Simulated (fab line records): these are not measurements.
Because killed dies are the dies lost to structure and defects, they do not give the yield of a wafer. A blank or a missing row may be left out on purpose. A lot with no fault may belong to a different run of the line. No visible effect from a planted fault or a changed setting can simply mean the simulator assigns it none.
What tool caused it?	flow sky130	Sampling: 11 lots, 33 wafers, 6 of 708 route steps

## WHAT THE GAUGES SHOWED, per wafer
SKY_CONTACT_THK_MEAS_03.
lot	measured	on	CONTACT_HDPCVD_THK (nm)
L594	day 31 00:31	film_metro-03	566 569 576
L593	day 31 13:47	film_metro-01	568 564 566
L597	day 32 22:55	film_metro-01	556 555 560
L598	day 32 23:34	film_metro-04	557 571 562
L599	day 33 03:26	film_metro-03	564 566 566
L602	day 34 00:16	film_metro-01	559 558 568
L606	day 35 12:08	film_metro-01	557 561 560
L607	day 35 22:34	film_metro-03	567 566 562
L608	day 35 23:49	film_metro-01	561 558 563
L610	day 36 12:23	film_metro-01	560 568 564
L612	day 37 06:22	film_metro-04	568 568 570

SKY_METAL1_RS_MEAS_05: the measuring method here is four-point-probe.
lot	measured	on	METAL1_ALCU_RS (ohm/sq)
L594	day 32 06:17	film_metro-04	0.1263 0.1277 0.1270
L593	day 32 18:46	film_metro-04	0.1249 0.1272 0.1249
L597	day 34 03:46	film_metro-04	0.1264 0.1278 0.1281
L598	day 34 04:10	film_metro-02	0.1264 0.1250 0.1251
L599	day 34 08:16	film_metro-02	0.1239 0.1242 0.1259
L602	day 35 04:23	film_metro-04	0.1256 0.1248 0.1244
L606	day 36 16:29	film_metro-02	0.1261 0.1280 0.1253
L607	day 37 02:40	film_metro-04	0.1100 0.1103 0.1098
L608	day 37 03:41	film_metro-02	0.1104 0.1105 0.1103
L610	day 37 16:04	film_metro-02	0.1258 0.1248 0.1251
L612	day 38 10:13	film_metro-04	0.1277 0.1276 0.1279

SKY_METAL1_THK_MEAS_06: measures by xrf.
lot	measured	on	METAL1_ALCU_THK (nm)
L594	day 32 06:24	film_metro-04	253.2 250.5 251.2
L593	day 32 18:52	film_metro-04	255.9 251.2 256.7
L597	day 34 03:53	film_metro-04	253.5 250.6 248.8
L598	day 34 04:15	film_metro-02	253.3 256.6 255.2
L599	day 34 08:22	film_metro-02	259.1 259.8 256.4
L602	day 35 04:31	film_metro-04	252.6 255.2 254.5
L606	day 36 16:35	film_metro-02	256.0 253.5 258.2
L607	day 37 02:47	film_metro-04	288.3 288.1 289.7
L608	day 37 03:49	film_metro-02	290.6 289.6 291.9
L610	day 37 16:11	film_metro-02	255.9 257.3 257.0
L612	day 38 10:19	film_metro-04	251.8 249.4 248.5

## WHICH TOOL RAN EACH LOT (tool, then ch and the chambers of the sampled wafers, then the start)
lot	SKY_CONTACT_SOFTBAKE_10	SKY_METAL1_SPUTTER_02	SKY_METAL1_SPUTTER_04
L594	litho_track-01 ch 0, day 32 06:11 or earlier	pvd_sputter-03, day 32 06:11	pvd_sputter-03, day 32 06:14
L593	litho_track-03 ch 0, day 32 18:39 or earlier	pvd_sputter-03, day 32 18:39	pvd_sputter-03, day 32 18:42
L597	litho_track-03 ch 0, day 34 03:40 or earlier	pvd_sputter-01, day 34 03:40	pvd_sputter-01, day 34 03:42
L598	litho_track-04 ch 0, day 34 04:01 or earlier	pvd_sputter-03, day 34 04:01	pvd_sputter-03, day 34 04:03
L599	litho_track-04 ch 0, day 34 08:09 or earlier	pvd_sputter-02, day 34 08:09	pvd_sputter-02, day 34 08:11
L602	litho_track-01 ch 0, day 35 04:18 or earlier	pvd_sputter-03, day 35 04:18	pvd_sputter-03, day 35 04:20
L606	litho_track-03 ch 0, day 36 16:21 or earlier	pvd_sputter-02, day 36 16:21	pvd_sputter-02, day 36 16:25
L607	litho_track-01 ch 0, day 37 02:34 or earlier	pvd_sputter-03, day 37 02:34	pvd_sputter-03, day 37 02:36
L608	litho_track-03 ch 0, day 37 03:36 or earlier	pvd_sputter-03, day 37 03:36	pvd_sputter-03, day 37 03:38
L610	litho_track-03 ch 0, day 37 15:59 or earlier	pvd_sputter-02, day 37 15:59	pvd_sputter-02, day 37 16:01
L612	litho_track-04 ch 0, day 38 10:06 or earlier	pvd_sputter-02, day 38 10:06	pvd_sputter-02, day 38 10:08
- SKY_CONTACT_SOFTBAKE_10: time 93.38 s.
- SKY_METAL1_SPUTTER_02: material AlCu, target thk 250 nm, time 13.3 s.
- SKY_METAL1_SPUTTER_04: material TiN, target thk 70 nm, time 58.3 s.

## WHAT THE TOOLS THEMSELVES READ (means of the sampled wafers that have a number; where no wafer has one, the mark that the record gives instead)
SKY_CONTACT_SOFTBAKE_10.
lot	tool	heater_power_total_W (W)	plate_sensor_t_centre_C (C)	plate_sensor_t_edge_C (C)	softbake_temp_c (C)
L594	litho_track-01	57.22	100.87	100.95	100.11
L593	litho_track-03	57.37	100.88	100.95	99.85
L597	litho_track-03	57.34	100.89	100.95	100.04
L598	litho_track-04	57.40	100.88	100.95	99.99
L599	litho_track-04	57.29	100.89	100.95	100.03
L602	litho_track-01	57.22	100.89	100.95	99.94
L606	litho_track-03	57.27	100.87	100.95	99.98
L607	litho_track-01	57.28	100.88	100.94	100.01
L608	litho_track-03	57.37	100.88	100.95	99.88
L610	litho_track-03	57.36	100.88	100.95	99.87
L612	litho_track-04	57.17	100.88	100.96	100.11

SKY_METAL1_SPUTTER_02.
lot	tool	throttle_valve_pct (%)
L594	pvd_sputter-03	31.1
L593	pvd_sputter-03	30.0
L597	pvd_sputter-01	29.6
L598	pvd_sputter-03	30.6
L599	pvd_sputter-02	29.3
L602	pvd_sputter-03	30.0
L606	pvd_sputter-02	29.3
L607	pvd_sputter-03	30.9
L608	pvd_sputter-03	30.5
L610	pvd_sputter-02	29.1
L612	pvd_sputter-02	28.7

SKY_METAL1_SPUTTER_04.
lot	tool	throttle_valve_pct (%)
L594	pvd_sputter-03	31.1
L593	pvd_sputter-03	30.0
L597	pvd_sputter-01	29.6
L598	pvd_sputter-03	30.6
L599	pvd_sputter-02	29.3
L602	pvd_sputter-03	29.9
L606	pvd_sputter-02	29.5
L607	pvd_sputter-03	30.8
L608	pvd_sputter-03	30.5
L610	pvd_sputter-02	29.0
L612	pvd_sputter-02	28.8

## THE ANSWER, worked out from the rows above alone
Rule: the usual values come from the lots themselves. Put in order of their means at a reading, lots are off if they are a third of the lots or fewer, leave a main group of 4 or more, and stand apart from it by a gap of 3 or more times the standard deviation of the main group's means; of several such gaps the widest counts. A main group whose means are all the same, to the digits that the tables above print for the reading, isn't used. Also off: a lot with no number at a reading for which 4 or more lots have one. Any other lot the step has rows for is counted as sound. Order of review: gauges by route order, followed by the tools' own readings, for which a lot's mean as printed above is used. The first step at which some lot is off is used, and at that step the reading that is off furthest; a lot without a number counts as furthest.
Off: L607, L608, at SKY_METAL1_RS_MEAS_05 (METAL1_ALCU_RS). The main group has a mean of 0.1261 ohm/sq with a standard deviation of 0.0011.
A tool fits if, at a process step before that reading, it ran every lot that is off, and no sound lot after the first of them. Those tools and the gauges at SKY_METAL1_RS_MEAS_05 are tried in the same way. With no start given for some of its lots, SKY_CONTACT_SOFTBAKE_10 uses the hours and lot order of SKY_METAL1_SPUTTER_02. One fits: SKY_METAL1_SPUTTER_02 and SKY_METAL1_SPUTTER_04 on pvd_sputter-03. At SKY_METAL1_SPUTTER_02 its last sound lot is L602 (day 35 04:18), its first lot that is off L607 (day 37 02:34): a fault that began between those two fits.

## WHAT THE SIMULATOR HAD INSERTED
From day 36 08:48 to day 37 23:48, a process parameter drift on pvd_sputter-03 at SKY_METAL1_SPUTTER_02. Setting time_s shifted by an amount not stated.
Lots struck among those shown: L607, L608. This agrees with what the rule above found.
